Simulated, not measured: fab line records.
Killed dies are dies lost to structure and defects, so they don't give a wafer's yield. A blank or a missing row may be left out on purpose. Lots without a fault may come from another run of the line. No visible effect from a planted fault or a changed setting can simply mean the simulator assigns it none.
Comparing a struck lot with a sound one	flow gf180mcu	44 steps out of a route of 602
Sound: wafers L676.1, L676.3, L676.4. Struck: wafers L688.2, L688.3, L688.4. The cause is given at the end.
Each step with rows lists, per side, the tool, then ch with its chambers, then its first start. Under that, the readings that differ: sound wafers	struck wafers	difference of the means	sigmas: that difference in standard deviations of wafers without a fault.
alike: words and numbers the same on both sides, and readings whose means are apart by under 2 such deviations; not compared: readings that were withheld, readings missing a value for some wafer, numbers with overlapping values and no deviation given by the record, and bounds like >300 which may hide the same value.
A row with sigmas, a row that says differs or no value, or rows on one side alone: a step with any of these is where the two part. Non-overlapping numbers with no deviation appear without sigmas and do not part them. Lack of a reading on every wafer of one side parts them only where that side has two or more wafers.

first, 2 steps without rows for these wafers: GF_LVPWELL_IMPLANT_08; GF_LVPWELL_IMPLANT_09.
GF_LVPWELL_STRIP_10: strips in O2/N2.
  sound on plasma asher-04 ch 0,1, day 4 08:11; struck on plasma asher-01 ch 0,1, day 7 03:12
reading	sound	struck	difference	sigmas
strip time to endpoint s (s)	37.10 37.16 37.16	36.91 36.94 37.01	-0.19	-2
  alike: drypump motor current A, heater power w, o2 flow sccm, oes product au, platen temp c
  not compared: rf hours counter h
GF_LVPWELL_TW_MEAS_11:
  sound on film metro-01, day 4 08:17; struck on film metro-04, day 7 03:19
reading	sound	struck	difference	sigmas
LVPWELL_TW	562 565 563	548 547 547	-16	-3
then, 7 steps without rows for these wafers: GF_MVSD_DEHYDRATE_00 (time 60 s); GF_MVSD_HMDS_01 (prime time 60 s); GF_MVSD_COAT_02 (resist thk 3000 nm); GF_MVSD_SOFTBAKE_03; GF_MVSD_EXPOSE_04 (exposes mask MVSD, target cd 1000 nm); GF_MVSD_PEB_05; GF_MVSD_DEVELOP_06 (develop time 60 s).
GF_MVSD_OVL_MEAS_07:
  sound on overlay-02, day 4 21:17; struck on overlay-01, day 7 19:04
  alike: MVSD_OVL
GF_MVSD_IMPLANT_08:
  sound on implanter-03 ch 0, day 4 21:19; struck on implanter-04 ch 0, day 7 19:08
reading	sound	struck	difference	sigmas
dose ions cm2	1.6005e+13 1.5978e+13 1.5992e+13	1.286e+13 1.2846e+13 1.2837e+13	-3.144e+12	-99 or more
faraday current uA	88.0 91.5 93.5	72.5 68.2 71.7	-20.2	-11
then, 1 step without rows for these wafers: GF_MVSD_IMPLANT_09.
GF_MVSD_STRIP_10: strips in O2/N2.
  sound on plasma asher-02 ch 0,1, day 4 21:37; struck on plasma asher-03 ch 0,1, day 7 19:24
reading	sound	struck	difference	sigmas
platen temp c (C)	250.09 250.27 250.18	249.73 249.87 249.85	-0.36	-2
  alike: drypump motor current A, heater power w, o2 flow sccm, oes product au, strip time to endpoint s
  not compared: rf hours counter h
GF_MVSD_TW_MEAS_11:
  sound on film metro-04, day 4 21:43; struck on film metro-04, day 7 19:31
reading	sound	struck	difference	sigmas
MVSD_TW	1563 1559 1564	1457 1455 1446	-109	-6
then, 7 steps without rows for these wafers: GF_MVPSD_DEHYDRATE_00 (time 60 s); GF_MVPSD_HMDS_01 (prime time 60 s); GF_MVPSD_COAT_02 (resist thk 3000 nm); GF_MVPSD_SOFTBAKE_03; GF_MVPSD_EXPOSE_04 (exposes mask MVPSD, target cd 1000 nm); GF_MVPSD_PEB_05; GF_MVPSD_DEVELOP_06 (develop time 60 s).
GF_MVPSD_OVL_MEAS_07:
  sound on overlay-02, day 5 11:32; struck on overlay-01, day 8 12:17
  alike: MVPSD_OVL
then, 2 steps without rows for these wafers: GF_MVPSD_IMPLANT_08; GF_MVPSD_IMPLANT_09.
GF_MVPSD_STRIP_10: strips in O2/N2.
  sound on plasma asher-01 ch 0,1, day 5 11:53; struck on plasma asher-04 ch 0,1, day 8 12:37
  alike: drypump motor current A, heater power w, o2 flow sccm, oes product au, platen temp c, strip time to endpoint s
  not compared: rf hours counter h
GF_MVPSD_TW_MEAS_11:
  sound on film metro-01, day 5 11:59; struck on film metro-04, day 8 12:44
reading	sound	struck	difference	sigmas
MVPSD_TW	561 557 561	537 542 541	-20	-3
then, 7 steps without rows for these wafers: GF_VT_IMPLANT_DEHYDRATE_00 (time 60 s); GF_VT_IMPLANT_HMDS_01 (prime time 60 s); GF_VT_IMPLANT_COAT_02 (resist thk 1007 nm); GF_VT_IMPLANT_SOFTBAKE_03 (time 60 s); GF_VT_IMPLANT_EXPOSE_04 (exposes mask LVPWELL LV AREA, target cd 600 nm); GF_VT_IMPLANT_PEB_05; GF_VT_IMPLANT_DEVELOP_06 (develop time 60 s).
GF_VT_IMPLANT_OVL_MEAS_07:
  sound on overlay-02, day 6 02:40; struck on overlay-02, day 9 05:58
  alike: VT_IMPLANT_OVL
then, 1 step without rows for these wafers: GF_VT_IMPLANT_IMPLANT_08.
GF_VT_IMPLANT_STRIP_09: strips in O2/N2.
  sound on plasma asher-03 ch 0,1, day 6 02:50; struck on plasma asher-02 ch 0,1, day 9 06:09
  alike: drypump motor current A, heater power w, o2 flow sccm, oes product au, platen temp c, strip time to endpoint s
  not compared: rf hours counter h
GF_VT_IMPLANT_TW_MEAS_10:
  sound on film metro-02, day 6 02:56; struck on film metro-03, day 9 06:16
reading	sound	struck	difference	sigmas
VT_IMPLANT_TW	568 569 569	557 560 558	-10	-2
then, 3 steps without rows for these wafers: GF_VT_IMPLANT_DEHYDRATE_11 (time 60 s); GF_VT_IMPLANT_HMDS_12 (prime time 60 s); GF_VT_IMPLANT_COAT_13 (resist thk 1000 nm).
-- the record jumps here: 2 days lie between the struck wafers' starts before and after --
GF_VT_IMPLANT_RS_MEAS_46: a four-point-probe measurement.
  sound on film metro-03, day 8 01:29; struck on film metro-03, day 11 13:33
reading	sound	struck	difference	sigmas
MVSD_RS (ohm/sq)	458.7 457.6 458.8	511.5 511.4 512.0	+53.3	+41
-- here the record skips 22 days between the struck wafers' starts before and after, leaving off in module VT_IMPLANT and picking up in module PASSIVATION (first step shown: number 602 of the route) --
GF_PASSIVATION_PROBE_99:
  rows exist in the record for the struck wafers here (prober-01, day 33 02:31), but not for the sound ones

== WHERE THEY PART ==
Earliest at GF_LVPWELL_STRIP_10; latest, in this record, at GF_PASSIVATION_PROBE_99.

WHY: the cause the simulator had injected
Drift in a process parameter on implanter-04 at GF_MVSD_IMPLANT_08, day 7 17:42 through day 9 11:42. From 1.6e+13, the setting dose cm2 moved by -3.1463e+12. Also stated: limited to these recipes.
